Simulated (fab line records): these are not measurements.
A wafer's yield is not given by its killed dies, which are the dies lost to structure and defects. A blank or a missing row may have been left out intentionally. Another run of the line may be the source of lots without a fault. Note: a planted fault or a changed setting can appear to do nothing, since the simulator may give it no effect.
Matching of chambers | flow sky130 | SKY_METAL3_ETCH_17 on rie diel-01: 4 sister chambers
The step etches SiO2 in C4F8/O2/Ar, stops on TiN, time 3.9 s, target depth 15 nm. 16 wafers are shown with their chamber, then 8 later ones without.

## WAFERS WITH THEIR CHAMBER
wafer  | chamber | oes product au (a.u.)
L076.2 | 2       | 0.746
L076.3 | 3       | 0.741
L076.4 | 0       | 0.762
L078.1 | 2       | 0.761
L078.5 | 0       | 0.774
L078.6 | 1       | 0.764
L077.2 | 3       | 0.751
L077.3 | 2       | 0.762
L077.5 | 2       | 0.769
L080.1 | 3       | 0.762
L080.4 | 2       | 0.768
L080.6 | 1       | 0.768
L083.4 | 2       | 0.757
L083.5 | 1       | 0.748
L083.6 | 2       | 0.745
L084.3 | 0       | 0.765

SIGNATURES (means of the wafers above)
reading        | chamber 0 | chamber 1 | chamber 2 | chamber 3 | scatter within a chamber
oes product au | 0.76700   | 0.76000   | 0.75829   | 0.75133   | 0.0095
Rule: distance of a wafer from a chamber = root of the sum over the readings of ((wafer's reading minus chamber's mean) / reading's scatter) squared. The wafer belongs to the nearest chamber; if the next one is less than 2 further off, it can't be placed. How the scatter is found: for the shown wafers, subtract from each reading the mean of its chamber, square and add these, divide the total by (wafers less chambers), then take the root.

## WAFERS WITH NO CHAMBER GIVEN
wafer  | oes product au (a.u.)
L084.4 | 0.751
L084.5 | 0.751
L089.1 | 0.749
L089.4 | 0.764
L089.5 | 0.758
L097.1 | 0.743
L097.4 | 0.727
L097.6 | 0.746

## WHICH CHAMBER EACH WENT THROUGH
wafer  | from the rows above               | in truth
L084.4 | can't be placed: 3 or 2 or 1 or 0 | 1
L084.5 | can't be placed: 3 or 2 or 1 or 0 | 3
L089.1 | can't be placed: 3 or 2 or 1 or 0 | 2
L089.4 | can't be placed: 0 or 1 or 2 or 3 | 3
L089.5 | can't be placed: 2 or 1 or 3 or 0 | 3
L097.1 | can't be placed: 3 or 2 or 1 or 0 | 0
L097.4 | can't be placed: 3 or 2 or 1 or 0 | 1
L097.6 | can't be placed: 3 or 2 or 1 or 0 | 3
Correctly placed: 0 of 8. Cannot be placed on the basis of these rows: 8; the candidates contain the true chamber in 8. 0 placed wrongly.
